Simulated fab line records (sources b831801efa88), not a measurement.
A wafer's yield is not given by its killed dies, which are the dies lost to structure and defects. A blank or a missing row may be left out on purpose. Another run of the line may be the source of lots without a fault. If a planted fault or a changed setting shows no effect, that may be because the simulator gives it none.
Which tool was responsible? | flow gf180mcu | 6 lots with 18 wafers sampled at 3 steps, on a route of 602 steps

WHAT THE GAUGES SHOWED, per wafer
GF_M1_CD_MEAS_14 targets a cd of 230 nm.
lot  | measured     | on        | cd_nm (nm)
L492 | day 17 07:19 | cd_sem-02 | 230.9 230.7 229.9
L495 | day 18 14:38 | cd_sem-02 | 231.3 230.4 231.1
L498 | day 19 23:02 | cd_sem-01 | 229.6 231.3 229.9
L501 | day 21 03:23 | cd_sem-02 | 230.3 229.6 229.5
L508 | day 23 09:48 | cd_sem-02 | 222.1 219.9 222.0
L514 | day 25 04:44 | cd_sem-02 | 229.6 229.6 229.0

WHICH TOOL RAN EACH LOT (tool, then ch and the chambers of the sampled wafers, then the start)
lot  | GF_M1_SPUTTER_02             | GF_M1_EXPOSE_11
L492 | pvd_sputter-01, day 16 08:30 | krf_scanner-01 ch 0, day 16 20:16
L495 | pvd_sputter-03, day 17 15:02 | krf_scanner-01 ch 0, day 18 02:53
L498 | pvd_sputter-01, day 18 23:11 | krf_scanner-02 ch 0, day 19 11:26
L501 | pvd_sputter-04, day 20 03:26 | krf_scanner-02 ch 0, day 20 15:35
L508 | pvd_sputter-01, day 22 10:11 | krf_scanner-01 ch 0, day 22 22:07
L514 | pvd_sputter-03, day 24 06:48 | krf_scanner-02 ch 0, day 24 18:04
- GF_M1_SPUTTER_02: material AlCu, target thk 450 nm, time 23.9 s.
- GF_M1_EXPOSE_11: exposes mask Metal1, target cd 230 nm.

THE ANSWER, worked out from the rows above alone
Rule: usual is defined by the lots themselves. Put in order of their means at a reading, lots are off if they are a third of the lots or fewer, leave a main group of 4 or more, and stand apart from it by a gap of 3 or more times the standard deviation of the main group's means; of several such gaps the widest counts. A main group is skipped when, at the precision printed for the reading in the tables above, its means are all equal. Also off: a lot with no number at a reading for which 4 or more lots have one. Where the step has rows for the other lots, those lots are counted as sound.
Off: L508, at GF_M1_CD_MEAS_14 (cd_nm). The main group: mean 230.2 nm, standard deviation 0.53.
A tool fits if, at a process step before that reading, it ran every lot that is off, and no sound lot after the first of them. The gauges at GF_M1_CD_MEAS_14 are tried like those tools. This does not decide it: 2 tools fit, namely pvd_sputter-01 at GF_M1_SPUTTER_02 and krf_scanner-01 at GF_M1_EXPOSE_11.

WHAT HAD BEEN PUT IN BY THE SIMULATOR
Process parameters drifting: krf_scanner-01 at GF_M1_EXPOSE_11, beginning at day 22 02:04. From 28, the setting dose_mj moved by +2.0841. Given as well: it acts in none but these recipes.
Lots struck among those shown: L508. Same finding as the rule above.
